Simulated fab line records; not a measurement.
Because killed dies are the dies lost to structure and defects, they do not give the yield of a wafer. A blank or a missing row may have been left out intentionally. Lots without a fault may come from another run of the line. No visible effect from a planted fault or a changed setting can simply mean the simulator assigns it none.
fab line records    flow sky130
record: lots: 24  wafers: 72  last-day: 50
route steps=708 shown RES_XHIGH@360 VIA1@471 METAL2@484 VIA2@531
lots that met no fault: from a run of the same line without faults
start-h: start of the lot's first displayed wafer, in hours after the record's first day    wait-h: hours elapsed since this lot's preceding step    " repeats the value in the row above    L1.1+2: a row that stands for several wafers    - either no value or no given start    * or withheld: withheld    < > ~ a bound
route shown NAME@n: NAME is a module with steps in the file, n the number in the route of the first one    usual: mean and standard deviation over wafers with no fault    same: alike in all rows    chamber/n: place in a boat    sites: per-site readings    _std_site: the standard deviation of these    _edge_site: mean of outer sites minus mean of inner sites    radius-mm: for every site, how far away it sits from the centre of the wafer    mask NAME#n: copy n    behind: the most recent tool/chamber to have shaped the wafer    hold: what put the lot on hold/how long, in hours/how the hold closed    device: whichever transistor did not switch (one of n, p or np)    end of line: tests run on the same wafers once the route is complete    a step given without rows: its recipe and nothing more    killed: not the wafer's yield, but the dies lost to structure and defects at the first sort    map: a wafer's dies, marking killed ones x, the rest . and places with no die _
set.NAME: the setting as run; set.NAME@STEP: as run at that earlier step    model.NAME: the simulator's own value behind a step, which no gauge read
steps of the route over a sample of lots; a table a step, a row a wafer
services: the hour from which a tool's chamber was out of use, counted from the record's first day as start-h (under 0 if before that day), plus the number of hours and why
== steps ==
step: SKY_SD_N_RS_MEAS_18
recipe: thk-meas-gauge: four-point-probe
usual: RES_XHIGH_RS: 333.7/1.2
lot.wafer  tool           chamber  start-h  wait-h  RES_XHIGH_RS[ohm/sq]
L075.1     film-metro-03  -        659.06   0.1     334.8
L075.4     "              -        "        "       334.5
L075.5     "              -        "        "       334.2
L074.3     film-metro-02  -        662.15   0.1     334.2
L074.4     "              -        "        "       333.1
L074.6     "              -        "        "       333.2
L076.1     film-metro-03  -        667.01   0.1     333.7
L076.4     "              -        "        "       334.2
L076.6     "              -        "        "       332.5
L077.2     film-metro-03  -        667.93   0.1     333.3
L077.3     "              -        "        "       332.6
L077.6     "              -        "        "       332.5
L078.3     film-metro-02  -        674.41   0.1     334.9
L078.4     "              -        "        "       334.7
L078.5     "              -        "        "       333.5
L079.1     film-metro-01  -        687.58   0.1     331.6
L079.3     "              -        "        "       333.2
L079.5     "              -        "        "       333.4
L080.2     film-metro-02  -        700.08   0.1     334.2
L080.5     "              -        "        "       333.5
L080.6     "              -        "        "       334.8
L081.1     film-metro-01  -        711.48   0.1     335.1
L081.2     "              -        "        "       333.3
L081.5     "              -        "        "       334.1
L082.4     film-metro-02  -        724.09   0.1     333.3
L082.5     "              -        "        "       333.3
L082.6     "              -        "        "       334.3
L084.1     film-metro-01  -        736.61   0.1     332.3
L084.2     "              -        "        "       333.5
L084.6     "              -        "        "       332.7
L083.1     film-metro-02  -        742.67   0.1     336.5
L083.3     "              -        "        "       336.5
L083.5     "              -        "        "       336.1
L085.1     film-metro-02  -        747.67   0.1     335.0
L085.2     "              -        "        "       334.5
L085.3     "              -        "        "       334.6
L086.1     film-metro-02  -        753.72   0.1     333.4
L086.4     "              -        "        "       334.8
L086.6     "              -        "        "       333.3
L087.3     film-metro-02  -        765.35   0.1     334.6
L087.5     "              -        "        "       334.0
L087.6     "              -        "        "       334.9
L088.1     film-metro-03  -        770.49   0.1     330.9
L088.3     "              -        "        "       331.7
L088.4     "              -        "        "       332.3
L089.2     film-metro-02  -        772.20   0.1     333.7
L089.3     "              -        "        "       332.9
L089.6     "              -        "        "       333.9
L090.1     film-metro-01  -        783.73   0.1     333.9
L090.2     "              -        "        "       332.9
L090.6     "              -        "        "       333.3
L091.1     film-metro-03  -        788.96   0.1     332.1
L091.5     "              -        "        "       332.4
L091.6     "              -        "        "       331.4
L092.2     film-metro-03  -        794.04   0.1     334.4
L092.4     "              -        "        "       334.3
L092.6     "              -        "        "       332.6
L093.3     film-metro-03  -        804.16   0.1     333.2
L093.4     "              -        "        "       332.3
L093.6     "              -        "        "       331.7
L094.2     film-metro-03  -        806.53   0.1     334.8
L094.3     "              -        "        "       335.6
L094.5     "              -        "        "       334.6
L095.2     film-metro-01  -        811.30   0.1     333.3
L095.3     "              -        "        "       333.7
L095.5     "              -        "        "       332.7
L096.1     film-metro-02  -        825.57   0.1     335.7
L096.3     "              -        "        "       335.2
L096.4     "              -        "        "       335.4
L097.1     film-metro-02  -        828.68   0.1     334.2
L097.2     "              -        "        "       333.6
L097.4     "              -        "        "       334.2
step: SKY_VIA1_OVL_MEAS_13
usual: VIA1_OVL: 5/5.2
lot.wafer  tool        chamber  start-h  wait-h  VIA1_OVL[nm]
L075.1     overlay-02  -        806.13   0.1     1
L075.4     "           -        "        "       3
L075.5     "           -        "        "       3
L074.3     overlay-01  -        808.26   0.1     6
L074.4     "           -        "        "       10
L074.6     "           -        "        "       9
L076.1     overlay-02  -        813.87   0.1     3
L076.4     "           -        "        "       13
L076.6     "           -        "        "       5
L077.2     overlay-02  -        815.09   0.1     11
L077.3     "           -        "        "       7
L077.6     "           -        "        "       15
L078.3     overlay-02  -        820.33   0.1     5
L078.4     "           -        "        "       9
L078.5     "           -        "        "       4
L079.1     overlay-02  -        830.02   0.1     10
L079.3     "           -        "        "       7
L079.5     "           -        "        "       4
L080.2     overlay-01  -        843.29   0.1     -10
L080.5     "           -        "        "       -3
L080.6     "           -        "        "       -5
L081.1     overlay-02  -        853.38   0.1     0
L081.2     "           -        "        "       -2
L081.5     "           -        "        "       -3
L082.4     overlay-02  -        863.69   0.1     7
L082.5     "           -        "        "       9
L082.6     "           -        "        "       4
L084.1     overlay-02  -        875.32   0.1     9
L084.2     "           -        "        "       11
L084.6     "           -        "        "       16
L083.1     overlay-02  -        881.87   0.1     -3
L083.3     "           -        "        "       -1
L083.5     "           -        "        "       6
L085.1     overlay-02  -        884.54   0.1     9
L085.2     "           -        "        "       7
L085.3     "           -        "        "       4
L086.1     overlay-02  -        891.04   0.1     9
L086.4     "           -        "        "       6
L086.6     "           -        "        "       0
L087.3     overlay-02  -        901.08   0.1     8
L087.5     "           -        "        "       7
L087.6     "           -        "        "       0
L088.1     overlay-02  -        906.60   0.1     4
L088.3     "           -        "        "       5
L088.4     "           -        "        "       6
L089.2     overlay-02  -        908.18   0.1     12
L089.3     "           -        "        "       14
L089.6     "           -        "        "       8
L090.1     overlay-02  -        918.47   0.1     0
L090.2     "           -        "        "       5
L090.6     "           -        "        "       5
L091.1     overlay-01  -        922.35   0.1     11
L091.5     "           -        "        "       -1
L091.6     "           -        "        "       11
L092.2     overlay-02  -        925.58   0.1     5
L092.4     "           -        "        "       -1
L092.6     "           -        "        "       6
L093.3     overlay-01  -        936.13   0.1     4
L093.4     "           -        "        "       8
L093.6     "           -        "        "       5
L094.2     overlay-01  -        937.71   0.1     7
L094.3     "           -        "        "       9
L094.5     "           -        "        "       7
L095.2     overlay-01  -        944.15   0.1     7
L095.3     "           -        "        "       -1
L095.5     "           -        "        "       3
L096.1     overlay-02  -        956.30   0.1     4
L096.3     "           -        "        "       3
L096.4     "           -        "        "       1
L097.1     overlay-02  -        960.44   0.1     5
L097.2     "           -        "        "       10
L097.4     "           -        "        "       0
step: SKY_METAL2_SPUTTER_01
recipe: material: TiN  target-thk-nm: 20  power-w: 6500  time-s: 16.7  chamber-pressure-pa: 0.4
usual: throttle-valve-pct: 29.8/1.5
lot.wafer  tool            chamber  start-h  wait-h  throttle-valve-pct
L075.1     pvd-sputter-03  -        807.51   0.0     29.8
L075.4     "               -        "        "       30.7
L075.5     "               -        "        "       30.9
L074.3     pvd-sputter-04  -        809.62   0.0     29.2
L074.4     "               -        "        "       30.8
L074.6     "               -        "        "       33.0
L076.1     pvd-sputter-01  -        815.25   0.0     29.2
L076.4     "               -        "        "       28.7
L076.6     "               -        "        "       29.0
L077.2     pvd-sputter-01  -        816.47   0.0     28.1
L077.3     "               -        "        "       29.6
L077.6     "               -        "        "       28.4
L078.3     pvd-sputter-01  -        821.73   0.0     30.0
L078.4     "               -        "        "       28.4
L078.5     "               -        "        "       29.0
L079.1     pvd-sputter-04  -        831.42   0.0     31.4
L079.3     "               -        "        "       30.8
L079.5     "               -        "        "       31.3
L080.2     pvd-sputter-01  -        844.66   0.0     28.4
L080.5     "               -        "        "       28.5
L080.6     "               -        "        "       28.6
L081.1     pvd-sputter-04  -        854.80   0.0     33.0
L081.2     "               -        "        "       30.9
L081.5     "               -        "        "       33.4
L082.4     pvd-sputter-03  -        865.18   0.0     29.6
L082.5     "               -        "        "       28.4
L082.6     "               -        "        "       30.6
L084.1     pvd-sputter-03  -        877.13   0.0     30.5
L084.2     "               -        "        "       28.1
L084.6     "               -        "        "       30.7
L083.1     pvd-sputter-04  -        883.24   0.0     29.1
L083.3     "               -        "        "       31.2
L083.5     "               -        "        "       33.1
L085.1     pvd-sputter-04  -        885.91   0.0     29.2
L085.2     "               -        "        "       31.6
L085.3     "               -        "        "       33.1
L086.1     pvd-sputter-01  -        892.41   0.0     28.5
L086.4     "               -        "        "       28.5
L086.6     "               -        "        "       28.3
L087.3     pvd-sputter-04  -        902.52   0.0     31.5
L087.5     "               -        "        "       33.2
L087.6     "               -        "        "       31.4
L088.1     pvd-sputter-01  -        907.97   0.0     29.0
L088.3     "               -        "        "       29.9
L088.4     "               -        "        "       30.0
L089.2     pvd-sputter-03  -        909.67   0.0     30.6
L089.3     "               -        "        "       28.4
L089.6     "               -        "        "       29.7
L090.1     pvd-sputter-01  -        919.87   0.0     29.7
L090.2     "               -        "        "       29.2
L090.6     "               -        "        "       29.8
L091.1     pvd-sputter-04  -        923.76   0.0     30.6
L091.5     "               -        "        "       29.1
L091.6     "               -        "        "       30.7
L092.2     pvd-sputter-01  -        926.94   0.0     28.4
L092.4     "               -        "        "       28.4
L092.6     "               -        "        "       28.0
L093.3     pvd-sputter-03  -        937.53   0.0     30.0
L093.4     "               -        "        "       29.4
L093.6     "               -        "        "       30.9
L094.2     pvd-sputter-04  -        939.11   0.0     31.0
L094.3     "               -        "        "       28.7
L094.5     "               -        "        "       31.2
L095.2     pvd-sputter-01  -        945.51   0.0     28.9
L095.3     "               -        "        "       28.3
L095.5     "               -        "        "       29.5
L096.1     pvd-sputter-03  -        957.67   0.0     29.0
L096.3     "               -        "        "       29.2
L096.4     "               -        "        "       28.2
L097.1     pvd-sputter-01  -        961.90   0.0     28.0
L097.2     "               -        "        "       29.2
L097.4     "               -        "        "       29.8
step: SKY_METAL2_SPUTTER_02
recipe: material: AlCu  target-thk-nm: 250  power-w: 10600  time-s: 13.3  chamber-pressure-pa: 0.4
usual: throttle-valve-pct: 29.8/1.5
lot.wafer  tool            chamber  start-h  wait-h  throttle-valve-pct
L075.1     pvd-sputter-03  -        807.53   0.0     29.5
L075.4     "               -        "        "       30.6
L075.5     "               -        "        "       30.4
L074.3     pvd-sputter-04  -        809.65   0.0     29.1
L074.4     "               -        "        "       30.7
L074.6     "               -        "        "       33.4
L076.1     pvd-sputter-01  -        815.28   0.0     29.2
L076.4     "               -        "        "       28.7
L076.6     "               -        "        "       29.0
L077.2     pvd-sputter-01  -        816.49   0.0     28.3
L077.3     "               -        "        "       29.5
L077.6     "               -        "        "       28.1
L078.3     pvd-sputter-01  -        821.76   0.0     29.6
L078.4     "               -        "        "       28.3
L078.5     "               -        "        "       29.1
L079.1     pvd-sputter-04  -        831.45   0.0     31.4
L079.3     "               -        "        "       30.8
L079.5     "               -        "        "       31.2
L080.2     pvd-sputter-01  -        844.68   0.0     28.5
L080.5     "               -        "        "       28.3
L080.6     "               -        "        "       28.5
L081.1     pvd-sputter-04  -        854.82   0.0     33.0
L081.2     "               -        "        "       30.6
L081.5     "               -        "        "       33.3
L082.4     pvd-sputter-03  -        865.21   0.0     29.6
L082.5     "               -        "        "       28.6
L082.6     "               -        "        "       30.5
L084.1     pvd-sputter-03  -        877.15   0.0     30.7
L084.2     "               -        "        "       28.0
L084.6     "               -        "        "       30.8
L083.1     pvd-sputter-04  -        883.27   0.0     29.0
L083.3     "               -        "        "       31.2
L083.5     "               -        "        "       33.0
L085.1     pvd-sputter-04  -        885.93   0.0     29.1
L085.2     "               -        "        "       31.4
L085.3     "               -        "        "       32.9
L086.1     pvd-sputter-01  -        892.43   0.0     28.6
L086.4     "               -        "        "       28.1
L086.6     "               -        "        "       28.3
L087.3     pvd-sputter-04  -        902.54   0.0     31.1
L087.5     "               -        "        "       33.5
L087.6     "               -        "        "       31.3
L088.1     pvd-sputter-01  -        908.00   0.0     29.2
L088.3     "               -        "        "       29.7
L088.4     "               -        "        "       29.8
L089.2     pvd-sputter-03  -        909.69   0.0     30.7
L089.3     "               -        "        "       28.1
L089.6     "               -        "        "       29.7
L090.1     pvd-sputter-01  -        919.90   0.0     29.7
L090.2     "               -        "        "       29.2
L090.6     "               -        "        "       29.6
L091.1     pvd-sputter-04  -        923.79   0.0     30.7
L091.5     "               -        "        "       29.0
L091.6     "               -        "        "       30.5
L092.2     pvd-sputter-01  -        926.97   0.0     28.1
L092.4     "               -        "        "       28.6
L092.6     "               -        "        "       28.1
L093.3     pvd-sputter-03  -        937.55   0.0     29.4
L093.4     "               -        "        "       29.2
L093.6     "               -        "        "       30.5
L094.2     pvd-sputter-04  -        939.14   0.0     31.6
L094.3     "               -        "        "       28.8
L094.5     "               -        "        "       31.4
L095.2     pvd-sputter-01  -        945.54   0.0     29.4
L095.3     "               -        "        "       28.1
L095.5     "               -        "        "       29.6
L096.1     pvd-sputter-03  -        957.70   0.0     29.1
L096.3     "               -        "        "       29.3
L096.4     "               -        "        "       28.1
L097.1     pvd-sputter-01  -        961.93   0.0     28.5
L097.2     "               -        "        "       29.2
L097.4     "               -        "        "       29.9
step: SKY_METAL2_CD_MEAS_15
recipe: target-cd-nm: 140
usual: cd-nm: 139.8/1.5
lot.wafer  tool       chamber  start-h  wait-h  cd-nm
L075.1     cd-sem-02  -        833.74   -       140.8
L075.4     "          -        "        "       139.3
L075.5     "          -        "        "       141.6
L074.3     cd-sem-01  -        835.80   -       140.8
L074.4     "          -        "        "       140.1
L074.6     "          -        "        "       141.5
L076.1     cd-sem-02  -        840.91   -       137.1
L076.4     "          -        "        "       138.4
L076.6     "          -        "        "       137.7
L077.2     cd-sem-02  -        842.48   -       141.6
L077.3     "          -        "        "       141.5
L077.6     "          -        "        "       142.3
L078.3     cd-sem-01  -        847.57   -       141.5
L078.4     "          -        "        "       140.0
L078.5     "          -        "        "       140.2
L079.1     cd-sem-02  -        857.36   -       140.4
L079.3     "          -        "        "       140.6
L079.5     "          -        "        "       139.7
L080.2     cd-sem-02  -        869.85   -       138.3
L080.5     "          -        "        "       138.3
L080.6     "          -        "        "       138.5
L081.1     cd-sem-02  -        880.12   -       137.8
L081.2     "          -        "        "       138.3
L081.5     "          -        "        "       136.6
L082.4     cd-sem-02  -        889.95   -       139.5
L082.5     "          -        "        "       140.5
L082.6     "          -        "        "       140.4
L084.1     cd-sem-01  -        901.98   -       139.2
L084.2     "          -        "        "       139.7
L084.6     "          -        "        "       139.1
L083.1     cd-sem-01  -        908.09   -       140.1
L083.3     "          -        "        "       139.3
L083.5     "          -        "        "       139.8
L085.1     cd-sem-01  -        911.23   -       138.1
L085.2     "          -        "        "       137.5
L085.3     "          -        "        "       138.8
L086.1     cd-sem-01  -        917.58   -       141.7
L086.4     "          -        "        "       143.7
L086.6     "          -        "        "       143.6
L087.3     cd-sem-01  -        926.03   -       139.2
L087.5     "          -        "        "       138.7
L087.6     "          -        "        "       139.2
L088.1     cd-sem-02  -        932.07   -       138.5
L088.3     "          -        "        "       137.8
L088.4     "          -        "        "       139.7
L089.2     cd-sem-02  -        933.65   -       139.7
L089.3     "          -        "        "       140.4
L089.6     "          -        "        "       139.8
L090.1     cd-sem-01  -        943.99   -       141.8
L090.2     "          -        "        "       141.0
L090.6     "          -        "        "       141.8
L091.1     cd-sem-01  -        947.69   -       139.2
L091.5     "          -        "        "       140.0
L091.6     "          -        "        "       139.8
L092.2     cd-sem-01  -        951.00   -       138.5
L092.4     "          -        "        "       139.3
L092.6     "          -        "        "       138.1
L093.3     cd-sem-02  -        961.53   -       138.3
L093.4     "          -        "        "       138.9
L093.6     "          -        "        "       141.2
L094.2     cd-sem-01  -        962.76   -       140.4
L094.3     "          -        "        "       142.0
L094.5     "          -        "        "       141.6
L095.2     cd-sem-02  -        969.39   -       139.1
L095.3     "          -        "        "       136.8
L095.5     "          -        "        "       137.4
L096.1     cd-sem-02  -        981.68   -       140.4
L096.3     "          -        "        "       140.2
L096.4     "          -        "        "       141.5
L097.1     cd-sem-01  -        985.79   -       138.9
L097.2     "          -        "        "       140.0
L097.4     "          -        "        "       140.4
step: SKY_VIA2_CMP_24
recipe: stop-on: SiO2  t-overpolish-s: 20  down-force-psi: 3.5  platen-rpm: 60  target-thk-nm: 0  pad-velocity-m-s: 0.94248
usual: motor-current-A: 11.4/1.3  overpolish-run-s: 20.001/0.0083  retaining-ring-pressure-frac: 1.000/0.0051  slurry-filter-dp-kPa: 13.50/0.13  time-to-endpoint-s: 99/3.8
lot.wafer  tool    chamber  start-h  wait-h  motor-current-A  overpolish-run-s  retaining-ring-pressure-frac  slurry-filter-dp-kPa  time-to-endpoint-s
L075.1     cmp-02  1        862.41   0.1     14.6             20.005            0.998                         13.26                 100
L075.4     "       0        "        "       11.0             20.001            1.010                         13.41                 99
L075.5     "       2        "        "       9.8              19.995            1.004                         13.59                 99
L074.4     cmp-02  1        864.64   0.1     14.3             20.004            0.994                         13.77                 97
L074.3     "       2        "        "       10.7             19.999            0.994                         13.41                 100
L074.6     "       3        "        "       10.4             20.002            1.000                         13.44                 101
L076.1     cmp-02  3        869.69   0.1     11.0             19.992            1.008                         13.55                 102
L076.4     "       0        "        "       11.4             20.017            1.006                         13.54                 105
L076.6     "       2        "        "       10.3             20.005            1.005                         13.48                 105
L077.2     cmp-01  0        871.22   0.0     11.5             20.000            0.997                         13.46                 97
L077.3     "       1        "        "       11.4             19.992            0.998                         13.37                 94
L077.6     "       1        "        "       10.9             19.980            1.001                         13.56                 96
L078.3     cmp-01  1        875.22   0.0     11.6             20.014            1.000                         13.64                 90
L078.4     "       2        "        "       12.7             20.012            0.990                         13.29                 98
L078.5     "       1        "        "       10.8             20.010            0.993                         13.50                 94
L079.1     cmp-01  0        884.47   0.1     11.4             20.002            1.006                         13.56                 97
L079.3     "       2        "        "       12.1             20.002            0.998                         13.34                 97
L079.5     "       0        "        "       10.6             19.991            1.002                         13.33                 98
L080.2     cmp-01  3        897.38   0.1     10.0             19.998            1.002                         13.31                 100
L080.6     "       1        "        "       10.8             20.008            0.998                         13.65                 93
L080.5     "       2        "        "       12.9             19.988            0.999                         13.59                 98
L081.2     cmp-01  3        908.23   0.1     10.4             20.004            1.002                         13.68                 102
L081.1     "       0        "        "       11.6             20.002            0.997                         13.39                 97
L081.5     "       3        "        "       10.5             20.010            1.007                         13.74                 103
L082.4     cmp-02  2        918.51   0.2     10.3             19.991            0.996                         13.45                 102
L082.5     "       3        "        "       10.6             19.996            1.000                         13.59                 99
L082.6     "       0        "        "       10.9             20.011            0.996                         13.43                 104
L084.2     cmp-01  2        928.27   0.1     12.3             19.998            0.999                         13.64                 98
L084.1     "       0        "        "       11.1             20.001            1.000                         13.42                 96
L084.6     "       2        "        "       12.6             19.998            1.008                         13.41                 98
L083.3     cmp-02  2        935.31   0.1     9.5              20.009            0.998                         13.60                 103
L083.1     "       3        "        "       10.5             20.009            0.998                         13.20                 104
L083.5     "       2        "        "       10.1             20.008            0.993                         13.75                 105
L085.3     cmp-02  2        937.42   0.0     9.8              20.000            1.009                         13.77                 102
L085.2     "       0        "        "       10.6             19.996            1.000                         13.46                 107
L085.1     "       1        "        "       14.2             20.005            1.005                         13.52                 104
L086.1     cmp-02  0        944.27   0.1     10.6             20.001            1.007                         13.39                 102
L086.4     "       1        "        "       14.0             20.012            1.004                         13.49                 99
L086.6     "       3        "        "       10.7             20.014            0.993                         13.45                 100
L087.3     cmp-02  3        952.46   0.1     10.6             20.014            0.994                         13.64                 109
L087.6     "       1        "        "       13.8             20.004            0.998                         13.62                 100
L087.5     "       2        "        "       11.1             20.006            1.003                         13.50                 105
L088.4     cmp-02  2        958.07   0.0     9.9              19.993            1.001                         13.82                 99
L088.3     "       3        "        "       10.6             20.006            0.986                         13.46                 103
L088.1     "       1        "        "       13.5             19.999            0.994                         13.46                 100
L089.3     cmp-02  0        960.06   0.0     11.1             19.994            1.003                         13.23                 99
L089.2     "       3        "        "       10.9             20.009            0.990                         13.49                 103
L089.6     "       1        "        "       13.5             20.012            1.001                         13.61                 95
L090.1     cmp-02  0        970.37   0.1     11.2             19.991            0.997                         13.41                 97
L090.2     "       1        "        "       13.6             20.005            1.002                         13.45                 100
L090.6     "       3        "        "       10.9             20.000            1.003                         13.40                 100
L091.1     cmp-01  2        974.14   0.2     12.1             20.001            0.991                         13.51                 95
L091.6     "       3        "        "       10.0             20.009            1.005                         13.50                 98
L091.5     "       0        "        "       11.4             19.990            1.001                         13.72                 96
L092.2     cmp-01  0        977.15   0.0     11.6             19.999            0.995                         13.17                 99
L092.4     "       3        "        "       10.6             19.998            0.996                         13.52                 100
L092.6     "       1        "        "       10.8             20.006            1.005                         13.55                 94
L093.4     cmp-02  0        988.64   0.0     11.4             20.005            1.003                         13.48                 94
L093.3     "       1        "        "       13.4             19.995            0.993                         13.56                 95
L093.6     "       1        "        "       13.7             20.004            0.992                         13.67                 94
L094.3     cmp-01  3        989.50   0.1     10.3             20.004            0.995                         13.47                 105
L094.2     "       0        "        "       11.9             19.993            0.993                         13.32                 98
L094.5     "       0        "        "       11.1             20.012            1.000                         13.75                 97
L095.3     cmp-02  1        995.77   0.0     14.0             19.994            0.994                         13.53                 99
L095.2     "       2        "        "       10.3             19.996            0.994                         13.23                 101
L095.5     "       1        "        "       13.3             20.000            1.002                         13.32                 102
L096.4     cmp-02  2        1006.32  0.0     10.1             19.980            1.002                         13.52                 103
L096.1     "       3        "        "       11.2             20.007            1.000                         13.56                 103
L096.3     "       1        "        "       14.0             19.993            0.990                         13.44                 104
L097.2     cmp-01  1        1009.69  0.0     11.8             20.019            0.997                         13.63                 96
L097.4     "       2        "        "       12.5             20.003            0.999                         13.35                 97
L097.1     "       3        "        "       10.4             19.990            1.002                         13.85                 102
== services ==
tool            chamber  start-h  hours  kind
cmp-01          -        813.18   3.9    repair
cmp-01          -        817.03   3.9    pm
cmp-02          -        817.53   0.3    repair
pvd-sputter-01  -        817.62   2.1    repair
pvd-sputter-03  -        825.72   3.5    repair
cmp-01          -        836.72   1.8    repair
pvd-sputter-03  -        851.53   0.9    repair
pvd-sputter-04  0        852.61   -      consumable-replace:kit
pvd-sputter-04  0        852.61   18.0   scheduled-down
pvd-sputter-04  0        852.61   18.0   vent-cycle
cmp-01          -        859.78   1.6    repair
cmp-01          -        862.84   0.2    repair
pvd-sputter-03  1        862.86   -      consumable-replace:kit
pvd-sputter-03  1        862.86   18.0   scheduled-down
pvd-sputter-03  1        862.86   18.0   vent-cycle
cmp-02          -        872.72   0.3    repair
cmp-01          -        889.94   1.7    repair
pvd-sputter-01  1        894.15   -      consumable-replace:kit
pvd-sputter-01  1        894.15   18.0   scheduled-down
pvd-sputter-01  1        894.15   18.0   vent-cycle
cmp-02          -        902.63   3.3    pm
cmp-01          -        913.95   4.0    pm
cmp-02          -        946.94   0.8    repair
pvd-sputter-03  -        1003.82  0.9    repair
== key ==
fault none
